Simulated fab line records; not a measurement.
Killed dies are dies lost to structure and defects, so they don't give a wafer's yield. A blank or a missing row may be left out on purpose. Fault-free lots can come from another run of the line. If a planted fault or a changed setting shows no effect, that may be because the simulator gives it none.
Which tool did it? + flow gf180mcu + 12 lots with 36 wafers sampled at 5 steps, on a route of 602 steps

== WHAT THE GAUGES READ, wafer by wafer ==
GF_POLY_GATE_CD_MEAS_10 targets a cd of 280 nm.
| lot  | measured     | on        | cd-nm (nm)                          |
|------|--------------|-----------|-------------------------------------|
| L364 | day 10 02:15 | cd-sem-01 | 278.6 279.4 278.6                   |
| L365 | day 10 12:15 | cd-sem-02 | 280.0 280.0 280.5                   |
| L368 | day 11 08:12 | cd-sem-02 | 282.5 280.3 281.1                   |
| L369 | day 11 16:06 | cd-sem-02 | 233.6 232.8 279.1 233.9 232.9 278.5 |
| L370 | day 11 22:44 | cd-sem-01 | 279.9 235.9 279.5 279.8 235.9 279.3 |
| L378 | day 14 13:21 | cd-sem-01 | 279.7 280.1 280.4                   |
| L379 | day 14 18:48 | cd-sem-02 | 280.9 280.1 281.4                   |
| L380 | day 15 09:34 | cd-sem-02 | 279.8 278.9 279.5                   |
| L381 | day 15 09:40 | cd-sem-01 | 278.8 279.4 279.1                   |
| L382 | day 15 18:50 | cd-sem-01 | 280.6 281.2 281.0                   |
| L383 | day 15 18:53 | cd-sem-02 | 281.8 281.3 282.0                   |
| L384 | day 16 08:34 | cd-sem-01 | 278.9 278.7 279.9                   |

GF_POLY_GATE_THK_MEAS_17.
| lot  | measured     | on            | POLY_GATE_OXIDATION_THK (nm) |
|------|--------------|---------------|------------------------------|
| L364 | day 10 03:55 | film-metro-02 | 4.06 3.94 4.05               |
| L365 | day 10 13:55 | film-metro-01 | 3.93 3.95 3.96               |
| L368 | day 11 10:20 | film-metro-02 | 4.00 4.06 4.02               |
| L369 | day 11 21:59 | film-metro-04 | 4.09 4.03 4.02               |
| L370 | day 12 03:40 | film-metro-04 | 4.12 4.09 4.07               |
| L378 | day 14 23:08 | film-metro-02 | 4.08 4.14 4.06               |
| L379 | day 14 23:10 | film-metro-01 | 4.01 4.00 3.99               |
| L380 | day 15 14:26 | film-metro-02 | 4.06 3.94 3.93               |
| L381 | day 15 14:26 | film-metro-01 | 4.03 3.89 4.01               |
| L382 | day 16 00:05 | film-metro-02 | 4.15 4.08 4.11               |
| L383 | day 16 00:06 | film-metro-04 | 4.10 4.08 4.06               |
| L384 | day 16 16:18 | film-metro-04 | 4.08 4.03 4.14               |

== TOOL THAT RAN EACH LOT (tool first, then ch and the chambers of the sampled wafers, then the start) ==
| lot  | GF_VT_IMPLANT_STRIP_31               | GF_POLY_GATE_EXPOSE_07            | GF_POLY_GATE_ETCH_13             |
|------|--------------------------------------|-----------------------------------|----------------------------------|
| L364 | plasma-asher-03 ch 0,1, day 7 16:08  | krf-scanner-02 ch 0, day 9 17:43  | rie-si-01 ch 2,3, day 10 02:27   |
| L365 | plasma-asher-04 ch 0,1, day 8 01:26  | krf-scanner-01 ch 0, day 10 03:16 | rie-si-02 ch 0,1,3, day 10 12:27 |
| L368 | plasma-asher-03 ch 0,1, day 8 19:34  | krf-scanner-02 ch 0, day 10 23:12 | rie-si-01 ch 0,1,3, day 11 08:24 |
| L369 | plasma-asher-02 ch 0,1, day 9 04:11  | krf-scanner-02 ch 0, day 11 07:15 | rie-si-01 ch 0,2, day 11 20:12   |
| L370 | plasma-asher-02 ch 0,1, day 9 09:32  | krf-scanner-02 ch 0, day 11 13:04 | rie-si-01 ch 0,3, day 12 01:05   |
| L378 | plasma-asher-02 ch 0, day 11 18:32   | krf-scanner-01 ch 0, day 14 03:40 | rie-si-02 ch 0,2,3, day 14 13:34 |
| L379 | plasma-asher-03 ch 0,1, day 11 23:10 | krf-scanner-02 ch 0, day 14 08:50 | rie-si-02 ch 1,2, day 14 19:01   |
| L380 | plasma-asher-02 ch 1, day 12 05:56   | krf-scanner-02 ch 0, day 14 23:25 | rie-si-02 ch 1,2, day 15 09:45   |
| L381 | plasma-asher-02 ch 0,1, day 12 10:04 | krf-scanner-01 ch 0, day 14 23:40 | rie-si-01 ch 1,3, day 15 09:52   |
| L382 | plasma-asher-02 ch 0,1, day 12 17:22 | krf-scanner-01 ch 0, day 15 07:35 | rie-si-02 ch 0,1,3, day 15 19:02 |
| L383 | plasma-asher-03 ch 0,1, day 12 22:22 | krf-scanner-02 ch 0, day 15 07:58 | rie-si-01 ch 0,1,3, day 15 19:04 |
| L384 | plasma-asher-02 ch 0,1, day 13 03:07 | krf-scanner-02 ch 0, day 15 22:04 | rie-si-02 ch 0,1,2, day 16 08:45 |
- GF_VT_IMPLANT_STRIP_31: strips in O2/N2.
- GF_POLY_GATE_EXPOSE_07: exposes mask Poly2, target cd 280 nm.
- GF_POLY_GATE_ETCH_13: etches poly-Si in HBr/Cl2, stops on SiO2, target depth 198.5 nm, time 69.6 s.

== WHAT THE TOOLS THEMSELVES READ (means of the sampled wafers that have a number; where no wafer has one, the mark that the record gives instead) ==
GF_VT_IMPLANT_STRIP_31.
| lot  | tool            | drypump-motor-current-A (A) | heater-power-w (W) | oes-product-au (a.u.) | strip-time-to-endpoint-s (s) |
|------|-----------------|-----------------------------|--------------------|-----------------------|------------------------------|
| L364 | plasma-asher-03 | 5.94                        | 348                | 0.709                 | 12.61                        |
| L365 | plasma-asher-04 | 5.97                        | 340                | 0.719                 | 12.66                        |
| L368 | plasma-asher-03 | 6.14                        | 367                | 0.715                 | 12.65                        |
| L369 | plasma-asher-02 | 6.17                        | 327                | 0.717                 | 12.57                        |
| L370 | plasma-asher-02 | 6.17                        | 333                | 0.714                 | 12.59                        |
| L378 | plasma-asher-02 | 6.25                        | 341                | 0.716                 | 12.58                        |
| L379 | plasma-asher-03 | 6.13                        | 362                | 0.714                 | 12.68                        |
| L380 | plasma-asher-02 | 6.15                        | 323                | 0.716                 | 12.63                        |
| L381 | plasma-asher-02 | 6.18                        | 334                | 0.719                 | 12.61                        |
| L382 | plasma-asher-02 | 6.21                        | 336                | 0.715                 | 12.62                        |
| L383 | plasma-asher-03 | 6.15                        | 364                | 0.718                 | 12.60                        |
| L384 | plasma-asher-02 | 6.16                        | 329                | 0.714                 | 12.64                        |

GF_POLY_GATE_ETCH_13.
| lot  | tool      | HBr_flow_sccm (sccm) | drypump-motor-current-A (A) | he-backside-leak-sccm (sccm) | oes-product-au (a.u.) | throttle-valve-pct (%) |
|------|-----------|----------------------|-----------------------------|------------------------------|-----------------------|------------------------|
| L364 | rie-si-01 | 150.2                | 5.2                         | 2.43                         | 0.987                 | 33.683                 |
| L365 | rie-si-02 | 149.9                | 5.3                         | 2.66                         | 0.986                 | 33.683                 |
| L368 | rie-si-01 | 150.1                | 5.7                         | 2.59                         | 0.997                 | 33.689                 |
| L369 | rie-si-01 | 150.0                | 5.7                         | 2.75                         | 0.988                 | 33.687                 |
| L370 | rie-si-01 | 150.0                | 5.5                         | 2.48                         | 0.996                 | 33.689                 |
| L378 | rie-si-02 | 150.1                | 5.2                         | 2.66                         | 0.983                 | 33.684                 |
| L379 | rie-si-02 | 149.7                | 5.1                         | 2.84                         | 0.985                 | 33.673                 |
| L380 | rie-si-02 | 149.7                | 5.2                         | 2.88                         | 0.985                 | 33.684                 |
| L381 | rie-si-01 | 149.7                | 5.5                         | 2.39                         | 0.983                 | 33.681                 |
| L382 | rie-si-02 | 150.4                | 5.3                         | 2.56                         | 0.997                 | 33.680                 |
| L383 | rie-si-01 | 150.0                | 5.7                         | 2.66                         | 0.991                 | 33.689                 |
| L384 | rie-si-02 | 150.2                | 5.4                         | 2.69                         | 0.985                 | 33.677                 |

== THE ANSWER, worked out from the rows above alone ==
Rule: the usual values come from the lots themselves. Put in order of their means at a reading, lots are off if they are a third of the lots or fewer, leave a main group of 4 or more, and stand apart from it by a gap of 3 or more times the standard deviation of the main group's means; of several such gaps the widest counts. The tables above print the reading to a certain number of digits; a main group whose means all agree to those digits is not used. Also off: a lot with no number at a reading for which 4 or more lots have one. All remaining lots with rows at the step are treated as sound. The gauges are gone through in route order, then the tools' own readings, and for those a lot's mean is taken as printed above. At the first step where some lot is off, the reading lying furthest off is the one used; lots without a number count as furthest.
Off: L369, L370 (GF_POLY_GATE_CD_MEAS_10, cd-nm). The main group: mean 280.1 nm, standard deviation 0.95.
A tool fits if, at a process step before that reading, it ran every lot that is off, and no sound lot after the first of them. The gauges at GF_POLY_GATE_CD_MEAS_10 are tried like those tools. Of those tried, none fits.

== WHAT THE SIMULATOR HAD INSERTED ==
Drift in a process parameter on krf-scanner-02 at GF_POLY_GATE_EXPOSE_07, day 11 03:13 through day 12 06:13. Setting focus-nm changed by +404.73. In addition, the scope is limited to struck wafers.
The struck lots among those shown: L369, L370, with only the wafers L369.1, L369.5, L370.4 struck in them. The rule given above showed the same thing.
